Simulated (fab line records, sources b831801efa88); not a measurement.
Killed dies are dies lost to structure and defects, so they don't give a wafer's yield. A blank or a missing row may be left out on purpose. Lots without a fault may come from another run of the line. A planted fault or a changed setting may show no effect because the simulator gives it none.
Which tool did it? | flow sky130 | 10 lots, 30 wafers sampled, at 7 steps of a route of 708

WHAT THE GAUGES READ, wafer by wafer
SKY_LDD_LDN_OVL_MEAS_07. Usual: LDD_LDN_OVL 0.4 nm, standard deviation 1.6.
lot  | measured     | on         | LDD_LDN_OVL (nm) | flag
L430 | day 23 14:16 | overlay-01 | 4.5 2.1 2.9      |
L431 | day 24 17:23 | overlay-01 | 0.4 0.4 0.5      |
L434 | day 25 02:53 | overlay-02 | 2.3 1.5 2.9      |
L435 | day 27 22:41 | overlay-01 | -0.5 -1.0 -1.4   |
L442 | day 27 23:26 | overlay-01 | 0.9 0.4 -1.2     |
L438 | day 28 00:07 | overlay-02 | -0.1 0.2 -0.3    |
L445 | day 28 10:31 | overlay-02 | 0.9 1.5 1.1      |
L447 | day 29 09:42 | overlay-02 | 1.4 1.6 0.8      |
L449 | day 29 15:46 | overlay-02 | -0.8 -0.8 -2.1   |
L452 | day 30 16:26 | overlay-02 | 0.6 2.3 1.5      |

SKY_SPACER_THK_MEAS_01. Usual: SPACER_CVD_00_THK 43.0 nm, standard deviation 0.39.
lot  | measured     | on            | SPACER_CVD_00_THK (nm) | flag
L430 | day 23 16:57 | film_metro-03 | 41.9 42.4 42.1         |
L431 | day 24 20:34 | film_metro-04 | 42.8 43.3 43.5         |
L434 | day 25 04:56 | film_metro-01 | 43.3 43.6 43.4         |
L435 | day 28 02:10 | film_metro-03 | 43.4 42.9 42.9         |
L442 | day 28 02:06 | film_metro-01 | 43.4 42.9 43.4         |
L438 | day 28 03:20 | film_metro-01 | 42.9 42.7 42.6         |
L445 | day 28 12:34 | film_metro-01 | 43.3 42.8 42.8         |
L447 | day 29 13:11 | film_metro-03 | 43.3 43.1 43.3         |
L449 | day 29 18:01 | film_metro-03 | 42.9 42.7 43.5         |
L452 | day 30 18:30 | film_metro-04 | 42.8 42.6 42.8         |

SKY_SD_N_TW_MEAS_12. Usual: SD_N_TW 4019, standard deviation 32.
lot  | measured     | on            | SD_N_TW                       | flag
L430 | day 28 13:58 | film_metro-02 | 3963 3940 3964                |
L431 | day 29 17:02 | film_metro-03 | 4029 4035 4040                |
L434 | day 29 23:52 | film_metro-03 | 4017 4028 4047                |
L435 | day 32 17:58 | film_metro-02 | 4017 4015 3995                |
L442 | day 32 17:02 | film_metro-02 | 4006 3999 4003                |
L438 | day 32 20:57 | film_metro-04 | 3819 3807 3826 3793 3831 3836 | OFF
L445 | day 33 02:44 | film_metro-04 | 3801 3806 3821 3788 3794 3799 | OFF
L447 | day 34 02:23 | film_metro-02 | 4028 4025 4014                |
L449 | day 34 05:19 | film_metro-04 | 4032 4038 4015                |
L452 | day 35 05:36 | film_metro-02 | 3955 3968 3972                |

SKY_SD_N_RS_MEAS_16: measures by four-point-probe. Usual: SD_N_RS 68.46 ohm/sq, standard deviation 0.13.
lot  | measured     | on            | SD_N_RS (ohm/sq)                    | flag
L430 | day 28 14:14 | film_metro-03 | 68.24 68.33 68.28                   |
L431 | day 29 17:19 | film_metro-03 | 68.39 68.31 68.33                   |
L434 | day 30 00:10 | film_metro-02 | 68.56 68.46 68.54                   |
L435 | day 32 18:20 | film_metro-04 | 68.54 68.45 68.74                   |
L442 | day 32 17:20 | film_metro-04 | 68.71 68.67 68.69                   |
L438 | day 33 00:55 | film_metro-02 | 76.52 76.27 76.60 76.40 76.36 76.55 | OFF
L445 | day 33 05:36 | film_metro-04 | 76.52 76.41 76.53 76.54 76.52 76.21 | OFF
L447 | day 34 02:40 | film_metro-02 | 68.37 68.40 68.37                   |
L449 | day 34 05:37 | film_metro-04 | 68.46 68.43 68.49                   |
L452 | day 35 05:54 | film_metro-04 | 68.58 68.66 68.65                   |

WHICH TOOL RAN EACH LOT (tool, then ch and the chambers of the sampled wafers, then the start)
lot  | SKY_POLY_CUT_ETCH_10               | SKY_SD_N_IMPLANT_09             | SKY_SD_N_STRIP_11
L430 | rie_diel-03 ch 2,3, day 24 23:36   | implanter-03 ch 0, day 28 13:34 | plasma_asher-04 ch 0,1, day 28 13:52
L431 | rie_diel-02 ch 0,1, day 26 02:06   | implanter-03 ch 0, day 29 16:38 | plasma_asher-03 ch 0,1, day 29 16:56
L434 | rie_diel-04 ch 0,1, day 26 10:02   | implanter-03 ch 0, day 29 23:29 | plasma_asher-02 ch 0,1, day 29 23:46
L435 | rie_diel-04 ch 1,2, day 29 07:08   | implanter-02 ch 0, day 32 17:37 | plasma_asher-04 ch 0,1, day 32 17:52
L442 | rie_diel-03 ch 0,2, day 29 06:57   | implanter-02 ch 0, day 32 16:38 | plasma_asher-03 ch 0,1, day 32 16:56
L438 | rie_diel-03 ch 0,1,2, day 29 08:41 | implanter-02 ch 0, day 32 20:30 | plasma_asher-03 ch 0,1, day 32 20:47
L445 | rie_diel-04 ch 0,1,2, day 29 17:35 | implanter-02 ch 0, day 33 02:21 | plasma_asher-03 ch 0,1, day 33 02:38
L447 | rie_diel-03 ch 0,1,3, day 30 17:53 | implanter-03 ch 0, day 34 01:41 | plasma_asher-02 ch 0,1, day 34 02:17
L449 | rie_diel-04 ch 0,2,3, day 30 22:03 | implanter-03 ch 0, day 34 04:56 | plasma_asher-04 ch 0,1, day 34 05:13
L452 | rie_diel-03 ch 0,3, day 31 21:50   | implanter-04 ch 0, day 35 05:13 | plasma_asher-03 ch 0,1, day 35 05:29
- SKY_POLY_CUT_ETCH_10: etches BARC in N2/H2, stops on SiO2, time 45.9 s, target depth 60 nm.
- SKY_SD_N_IMPLANT_09
- SKY_SD_N_STRIP_11: strips in O2/N2.

WHAT THE TOOLS THEMSELVES READ (means of the sampled wafers that have a number; where no wafer has one, the mark that the record gives instead)
SKY_POLY_CUT_ETCH_10. Usual: drypump_motor_current_A 5.8 A, standard deviation 0.55; oes_product_au 0.855 a.u., standard deviation 0.005; rf_fwd_power_W 495.1 W, standard deviation 2.1; throttle_valve_pct 13.224 %, standard deviation 0.009.
lot  | tool        | drypump_motor_current_A (A) | oes_product_au (a.u.) | rf_fwd_power_W (W) | throttle_valve_pct (%) | flag
L430 | rie_diel-03 | 6.0                         | 0.854                 | 494.8              | 13.229                 |
L431 | rie_diel-02 | 5.6                         | 0.857                 | 496.3              | 13.229                 |
L434 | rie_diel-04 | 5.9                         | 0.857                 | 494.1              | 13.223                 |
L435 | rie_diel-04 | 6.2                         | 0.854                 | 495.2              | 13.220                 |
L442 | rie_diel-03 | 6.2                         | 0.854                 | 497.2              | 13.215                 |
L438 | rie_diel-03 | 5.8                         | 0.850                 | 496.7              | 13.223                 |
L445 | rie_diel-04 | 5.6                         | 0.855                 | 494.3              | 13.221                 |
L447 | rie_diel-03 | 5.8                         | 0.860                 | 494.9              | 13.233                 |
L449 | rie_diel-04 | 5.5                         | 0.856                 | 494.2              | 13.223                 |
L452 | rie_diel-03 | 6.1                         | 0.852                 | 495.6              | 13.220                 |

SKY_SD_N_IMPLANT_09. Usual: beam_energy_keV 50.003, standard deviation 0.015.
lot  | tool         | beam_energy_keV | flag
L430 | implanter-03 | 49.997          |
L431 | implanter-03 | 50.008          |
L434 | implanter-03 | 50.017          |
L435 | implanter-02 | 50.006          |
L442 | implanter-02 | 50.013          |
L438 | implanter-02 | 39.910          | OFF
L445 | implanter-02 | 39.909          | OFF
L447 | implanter-03 | 49.978          |
L449 | implanter-03 | 50.002          |
L452 | implanter-04 | 50.004          |

SKY_SD_N_STRIP_11. Usual: drypump_motor_current_A 5.7 A, standard deviation 0.46; oes_product_au 0.526 a.u., standard deviation 0.0045; strip_time_to_endpoint_s 22.43 s, standard deviation 0.038.
lot  | tool            | drypump_motor_current_A (A) | oes_product_au (a.u.) | strip_time_to_endpoint_s (s) | flag
L430 | plasma_asher-04 | 5.7                         | 0.524                 | 22.46                        |
L431 | plasma_asher-03 | 6.0                         | 0.525                 | 22.46                        |
L434 | plasma_asher-02 | 4.9                         | 0.525                 | 22.40                        |
L435 | plasma_asher-04 | 6.0                         | 0.529                 | 22.40                        |
L442 | plasma_asher-03 | 6.0                         | 0.527                 | 22.47                        |
L438 | plasma_asher-03 | 5.8                         | 0.550                 | 20.89                        | OFF
L445 | plasma_asher-03 | 5.8                         | 0.548                 | 20.88                        | OFF
L447 | plasma_asher-02 | 5.1                         | 0.528                 | 22.46                        |
L449 | plasma_asher-04 | 6.0                         | 0.526                 | 22.41                        |
L452 | plasma_asher-03 | 6.0                         | 0.522                 | 22.40                        |

THE ANSWER, worked out from the rows above alone
Rule: a lot is off if the mean of its wafers that have a number lies more than 3 standard deviations from the usual mean. A lot without any number at a reading at which 4 lots or more have one is off too. The other lots that the step has rows for count as sound. The gauges are gone through in route order, then the tools' own readings, and for those a lot's mean is taken as printed above. The first step at which some lot is off is used, and at that step the reading that is off furthest; a lot without a number counts as furthest.
Off: L438, L445, at SKY_SD_N_TW_MEAS_12 (SD_N_TW).
A tool fits if, at a process step before that reading, it ran every lot that is off, and no sound lot after the first of them. The gauges at SKY_SD_N_TW_MEAS_12 aren't tried: what is off there is off at SKY_SD_N_IMPLANT_09 too, on other tools, and a gauge's error can't cause that. One fits: implanter-02 at SKY_SD_N_IMPLANT_09. Its last sound lot is L435 (day 32 17:37), its first lot that is off L438 (day 32 20:30): a fault that began between those two fits.
The tool's own readings at SKY_SD_N_IMPLANT_09 bear it out: on the lots that are off they differ by more than 5 times the standard deviation of the sound lots' means. beam_energy_keV reads 39.909 there against 50.003 on the sound lots.

WHAT THE SIMULATOR HAD PUT IN
Process parameter drift: implanter-02, from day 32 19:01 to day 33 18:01, at SKY_SD_N_IMPLANT_09. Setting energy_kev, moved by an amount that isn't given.
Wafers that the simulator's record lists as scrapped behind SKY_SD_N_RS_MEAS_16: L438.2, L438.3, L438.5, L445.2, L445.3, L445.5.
Lots struck among those shown: L438, L445. The rule above found the same.
